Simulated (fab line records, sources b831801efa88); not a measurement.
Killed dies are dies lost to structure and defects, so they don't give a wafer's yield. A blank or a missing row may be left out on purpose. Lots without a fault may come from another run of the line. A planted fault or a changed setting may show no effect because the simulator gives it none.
Chamber matching | flow gf180mcu | GF_POLY_GATE_ETCH_13 on rie_si-02: 4 sister chambers
The step etches poly-Si in HBr/Cl2, stops on SiO2, target depth 198.5 nm, time 69.6 s. 16 wafers are shown with their chamber, then 8 later ones without.

WAFERS WITH THEIR CHAMBER
wafer  | chamber | drypump_motor_current_A (A) | throttle_valve_pct (%) | oes_product_au (a.u.)
L670.2 | 0       | 5.1                         | 33.672                 | 0.985
L670.5 | 1       | 5.2                         | 33.665                 | 0.992
L670.6 | 0       | 5.1                         | 33.669                 | 0.982
L671.2 | 3       | 6.2                         | 33.687                 | 0.999
L671.4 | 0       | 5.1                         | 33.686                 | 0.975
L671.5 | 2       | 6.8                         | 33.689                 | 0.990
L673.4 | 2       | 6.9                         | 33.685                 | 1.002
L673.5 | 0       | 5.1                         | 33.666                 | 0.982
L673.6 | 3       | 6.1                         | 33.706                 | 0.982
L675.2 | 1       | 5.2                         | 33.679                 | 0.999
L675.4 | 0       | 5.1                         | 33.675                 | 0.979
L675.6 | 1       | 5.3                         | 33.686                 | 0.988
L678.2 | 3       | 6.1                         | 33.696                 | 0.985
L678.5 | 3       | 6.2                         | 33.679                 | 0.979
L678.6 | 2       | 6.8                         | 33.689                 | 0.990
L679.1 | 1       | 5.2                         | 33.668                 | 0.989

SIGNATURES (means of the wafers above)
reading                 | chamber 0 | chamber 1 | chamber 2 | chamber 3 | scatter within a chamber
drypump_motor_current_A | 5.100     | 5.225     | 6.833     | 6.150     | 0.0449
throttle_valve_pct      | 33.67360  | 33.67450  | 33.68767  | 33.69200  | 0.00885
oes_product_au          | 0.98060   | 0.99200   | 0.99400   | 0.98625   | 0.0062
Rule: a wafer's distance from a chamber is the root of the sum, over the readings, of the square of ((its reading less the chamber's mean) divided by the reading's scatter). The wafer belongs to the nearest chamber; if the next one is less than 2 further off, it can't be placed. The scatter: the root of (the sum of the squares of (reading less its chamber's mean) over the shown wafers, divided by (wafers less chambers)).

WAFERS WITHOUT THEIR CHAMBER
wafer  | drypump_motor_current_A (A) | throttle_valve_pct (%) | oes_product_au (a.u.)
L679.5 | 6.1                         | 33.664                 | 0.978
L679.6 | 6.8                         | 33.687                 | 0.990
L682.1 | 6.8                         | 33.688                 | 0.987
L682.4 | 5.1                         | 33.674                 | 0.970
L682.5 | 6.2                         | 33.692                 | 0.979
L689.4 | 5.2                         | 33.681                 | 0.997
L689.5 | 6.1                         | 33.677                 | 0.978
L689.6 | 5.1                         | 33.701                 | 0.990

WHICH CHAMBER EACH WENT THROUGH
wafer  | from the rows above     | in truth
L679.5 | 3                       | 3
L679.6 | 2                       | 2
L682.1 | 2                       | 2
L682.4 | 0                       | 0
L682.5 | 3                       | 3
L689.4 | 1                       | 1
L689.5 | 3                       | 3
L689.6 | can't be placed: 0 or 1 | 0
Placed correctly: 7 of 8. Can't be placed from these rows: 1 (the true chamber is among the candidates in 1). Placed wrongly: 0.
